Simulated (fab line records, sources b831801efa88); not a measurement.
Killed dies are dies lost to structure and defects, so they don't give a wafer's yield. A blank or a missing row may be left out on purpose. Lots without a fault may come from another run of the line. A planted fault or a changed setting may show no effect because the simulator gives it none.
Problem report in the 8D (eight disciplines) form, filled by code | flow sky130 | the parts of the form that need people (team, actions taken, sign-off) are left out

1. THE PROBLEM
chamber_pressure_mTorr at SKY_METAL4_METAL_ETCH_18 reads a mean of 8.001 mTorr on 2 wafers of 2 lots; wafers without a fault read 9.999 mTorr with a standard deviation of 0.0093. That is -99 or more standard deviations from the usual mean.
The step: etches the open film in Cl2/BCl3, stops on SiO2, target depth 845 nm, time 183.1 s.
First seen on wafer L129.1, day 46 08:30, on rie_metal-02. The record holds 36 wafers of 12 lots with a number at this step. Rule for "out", or "out of limits": more than 4 standard deviations from the usual mean. The other wafers with a number count as sound.

2. WHAT IT IS AND WHAT IT IS NOT
question                    | is                     | is not
which readings at this step | chamber_pressure_mTorr | drypump_motor_current_A, oes_product_au, throttle_valve_pct
which lots                  | L129, L130             | L115, L117, L118, L119, L120, L124, L131, L133, L134, L135
which wafers of those lots  | L129.1, L130.6         | L129.4, L129.5, L130.1, L130.5
read on which tools         | rie_metal-02           | rie_metal-01, rie_metal-04
when                        | from day 46 08:30      | up to then (20 sound wafers); but 14 sound wafers of L130, L131, L133, L134, L135 came after

3. SUSPECTS, AND WHAT RULES EACH OUT
Counting: a tool at a process step up to the reading stays a suspect if it ran every lot that is out. Sound lots after the first of them don't rule it out here, since some wafers of a struck lot are sound.
- rie_metal-04 at SKY_METAL4_ETCH_16 (etches BARC in N2/H2, stops on SiO2, time 88.2 s, target depth 60 nm): kept. It ran every lot that is out, first L129 (day 46 08:23); its last sound lot up to then is L124 (day 45 06:46).
- rie_metal-02 at SKY_METAL4_METAL_ETCH_18 (etches the open film in Cl2/BCl3, stops on SiO2, target depth 845 nm, time 183.1 s): kept. It ran every lot that is out, first L129 (day 46 08:30); its last sound lot up to then is L124 (day 45 06:54). Its own readings are out on those wafers: chamber_pressure_mTorr.
- Within rie_metal-02 at SKY_METAL4_METAL_ETCH_18: the wafers that are out ran in chamber 0; their sound lot-mates ran in chamber 1.
Left after counting: rie_metal-04 at SKY_METAL4_ETCH_16, rie_metal-02 at SKY_METAL4_METAL_ETCH_18.

4. THE CAUSE (what the simulator had put in)
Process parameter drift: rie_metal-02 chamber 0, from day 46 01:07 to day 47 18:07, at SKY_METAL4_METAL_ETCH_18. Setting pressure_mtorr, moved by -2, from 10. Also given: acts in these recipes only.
Counting left 2 suspects, and this tool is among them.

5. THE CHAIN OF EFFECTS, in route order
Each row: a reading whose mean over the struck wafers that have a number lies more than 3 standard deviations from the usual. Only readings for which the record gives a usual standard deviation are gone through. hours: the time from each lot's start at the first step in this table that gives one to its start at this step, as a median over the lots. sigmas: the change in usual standard deviations.
hours | step                     | reading                | usual       | on struck wafers | change | sigmas
0     | SKY_METAL4_METAL_ETCH_18 | chamber_pressure_mTorr | 9.999 mTorr | 8.001            | -1.998 | -99 or more
The process steps in it:
- SKY_METAL4_METAL_ETCH_18: etches the open film in Cl2/BCl3, stops on SiO2, target depth 845 nm, time 183.1 s.

6. WHAT WOULD HAVE CAUGHT IT SOONER
In this record the first reading out of limits was taken at day 46 08:30, 7 hours after the fault began at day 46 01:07.
